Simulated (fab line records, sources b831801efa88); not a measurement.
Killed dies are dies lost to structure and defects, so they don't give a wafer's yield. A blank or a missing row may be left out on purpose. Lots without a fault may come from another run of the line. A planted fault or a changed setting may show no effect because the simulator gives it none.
A struck lot beside a sound one | flow sky130 | 32 steps out of a route of 708
Sound: wafers L107.2, L107.4, L107.6. Struck: wafer L114.6. (L114.2 of the same lot was not struck and is left out.) The cause comes at the end.
At each step with rows: each side's tool, then ch and its chambers, then its first start. Under that, the readings that differ: sound wafers | struck wafers | difference of the means | sigmas: that difference in standard deviations of wafers without a fault.
alike: readings whose means differ by less than 2 such deviations, and words and numbers that are the same on both sides. not compared: withheld readings, readings that some wafer has no value for, bounds like >300 that may hide the same value, and numbers for which the record gives no deviation and whose values overlap.
The two part at a step that has a row with sigmas, a row that says differs or no value, or rows on one side only. Numbers that don't overlap but have no deviation are shown without sigmas and don't part them. A reading that every wafer of one side lacks parts them only if that side has two wafers or more.

first, 5 steps without rows for these wafers: SKY_VIA1_STRIP_17 (strips in post etch residue remover, time 1200 s); SKY_VIA1_CLEAN_18 (cleans in IPA, time 180 s); SKY_VIA1_CLEAN_19 (cleans in O3/DIW); SKY_VIA1_SPUTTER_20 (material TiN, target thk 20 nm, time 80 s); SKY_VIA1_CVD_21 (deposits W, target thk 270 nm, time 80.902 s).
SKY_VIA1_RS_MEAS_22: measures by four-point-probe.
  sound on film_metro-02, day 35 06:16; struck on film_metro-02, day 37 14:34
  alike: VIA1_W_RS
SKY_VIA1_THK_MEAS_23: measures by xrf.
  sound on film_metro-02, day 35 06:23; struck on film_metro-02, day 37 14:41
  alike: VIA1_W_THK
then, 2 steps without rows for these wafers: SKY_VIA1_CMP_24 (polishes, stops on SiO2, t overpolish 15 s, target thk 0 nm); SKY_METAL2_SPUTTER_00 (material Ti, target thk 15 nm, time 10 s).
SKY_METAL2_SPUTTER_01: material TiN, target thk 20 nm, time 16.7 s.
  sound on pvd_sputter-01, day 35 06:45; struck on pvd_sputter-01, day 37 15:03
  alike: throttle_valve_pct
SKY_METAL2_SPUTTER_02: material AlCu, target thk 250 nm, time 13.3 s.
  sound on pvd_sputter-01, day 35 06:46; struck on pvd_sputter-01, day 37 15:05
  alike: throttle_valve_pct
then, 1 step without rows for these wafers: SKY_METAL2_SPUTTER_03 (material Ti, target thk 5 nm, time 3.3 s).
SKY_METAL2_SPUTTER_04: material TiN, target thk 70 nm, time 58.3 s.
  sound on pvd_sputter-01, day 35 06:49; struck on pvd_sputter-01, day 37 15:07
  reading                                    | sound           | struck | difference | sigmas
  model.TiN_of_METAL2_SPUTTER_04.thk_nm (nm) | 69.9 70.06 70.4 | 31.61  | -38.51     |
  alike: throttle_valve_pct
SKY_METAL2_RS_MEAS_05: measures by four-point-probe.
  sound on film_metro-03, day 35 06:53; struck on film_metro-03, day 37 15:11
  alike: METAL2_ALCU_RS
SKY_METAL2_THK_MEAS_06: measures by xrf.
  sound on film_metro-03, day 35 07:00; struck on film_metro-03, day 37 15:18
  reading              | sound             | struck | difference | sigmas
  METAL2_ALCU_THK (nm) | 247.1 247.0 247.8 | 269.8  | +22.5      | +9
then, 8 steps without rows for these wafers: SKY_METAL2_DEHYDRATE_07 (time 60 s); SKY_METAL2_HMDS_08 (prime time 60 s); SKY_METAL2_COAT_09 (resist thk 60 nm); SKY_METAL2_COAT_10 (resist thk 450 nm); SKY_METAL2_SOFTBAKE_11 (time 90 s); SKY_METAL2_EXPOSE_12 (exposes mask MM2, target cd 140 nm); SKY_METAL2_PEB_13; SKY_METAL2_DEVELOP_14 (develop time 60 s).
SKY_METAL2_CD_MEAS_15: target cd 140 nm.
  sound on cd_sem-01, day 36 08:09; struck on cd_sem-02, day 38 16:38
  reading    | sound             | struck | difference | sigmas
  cd_nm (nm) | 141.1 140.7 142.7 | 137.9  | -3.6       | -2
SKY_METAL2_OVL_MEAS_16:
  sound on overlay-01, day 36 08:16; struck on overlay-02, day 38 16:44
  alike: METAL2_OVL
SKY_METAL2_DESCUM_17: chemistry O2, time 8 s.
  sound on rie_metal-02 ch 1, day 36 08:17; struck on rie_metal-02 ch 0, day 38 16:46
  reading                     | sound       | struck | difference | sigmas
  drypump_motor_current_A (A) | 6.4 6.4 6.4 | 5.4    | -1.0       | -2
  alike: oes_product_au
  not compared: rf_hours_counter_h
SKY_METAL2_ETCH_18: etches BARC in N2/H2, stops on SiO2, time 45.9 s, target depth 60 nm.
  sound on rie_metal-02 ch 1, day 36 08:20; struck on rie_metal-02 ch 0, day 38 16:48
  reading                     | sound       | struck | difference | sigmas
  drypump_motor_current_A (A) | 6.4 6.4 6.4 | 5.4    | -1.0       | -2
  alike: oes_product_au, throttle_valve_pct
  not compared: rf_hours_counter_h
SKY_METAL2_METAL_ETCH_19: etches the open film in Cl2/BCl3, stops on SiO2, target depth 360 nm, time 78 s.
  sound on rie_metal-02 ch 1, day 36 08:23; struck on rie_metal-02 ch 0, day 38 16:52
  reading                     | sound             | struck | difference | sigmas
  drypump_motor_current_A (A) | 6.4 6.4 6.4       | 5.3    | -1.1       | -2
  oes_product_au (a.u.)       | 0.859 0.860 0.859 | 0.837  | -0.022     | -4
  alike: throttle_valve_pct
  not compared: rf_hours_counter_h
SKY_METAL2_STRIP_20: strips in O2/N2.
  sound on plasma_asher-02 ch 0,1, day 36 08:29; struck on plasma_asher-04 ch 0, day 38 16:57
  alike: drypump_motor_current_A, oes_product_au, strip_time_to_endpoint_s
  not compared: rf_hours_counter_h
SKY_METAL2_STRIP_21: strips in post etch residue remover, time 1200 s.
  sound on wet_bench-01 ch 2, day 36 08:35; struck on wet_bench-02 ch 2, day 38 17:03
  reading                                    | sound             | struck | difference | sigmas
  model.TiN_of_METAL2_SPUTTER_04.thk_nm (nm) | 69.49 69.64 69.98 | 31.2   | -38.5      |
then, 1 step without rows for these wafers: SKY_METAL2_CLEAN_22 (cleans in IPA, time 180 s).
-- the record jumps here: 10 days lie between the struck wafers' starts before and after (it left off in module METAL2 and takes up again in module PAD_OPEN, whose first step shown is number 708 of the route) --
SKY_PAD_OPEN_PROBE_99:
  sound on prober-02, day 46 18:43; struck on prober-01, day 48 11:08
  reading                       | sound             | struck | difference | sigmas
  killed_open                   | 35 45 34          | 52     | +14        | +2
  sort_bin_3_pad_short (%)      | 0.6 0.2 1.4       | 1.6    | +0.9       | +2
  model.etest.via2_chain.rc_ohm | 9.484 9.892 9.891 | 9.004  | -0.752     |
  alike: defect_limited_yield, killed_at_M0_to_M3, killed_at_M4_up, killed_at_contacts, killed_at_front_end, killed_at_other, killed_dies, killed_short, sort_bin_5_function, sort_bin_6_memory, sort_n_pass, sort_yield_pct

WHERE THEY PART
First at SKY_METAL2_THK_MEAS_06; last, within this record, at SKY_PAD_OPEN_PROBE_99.

WHY: what the simulator had put in
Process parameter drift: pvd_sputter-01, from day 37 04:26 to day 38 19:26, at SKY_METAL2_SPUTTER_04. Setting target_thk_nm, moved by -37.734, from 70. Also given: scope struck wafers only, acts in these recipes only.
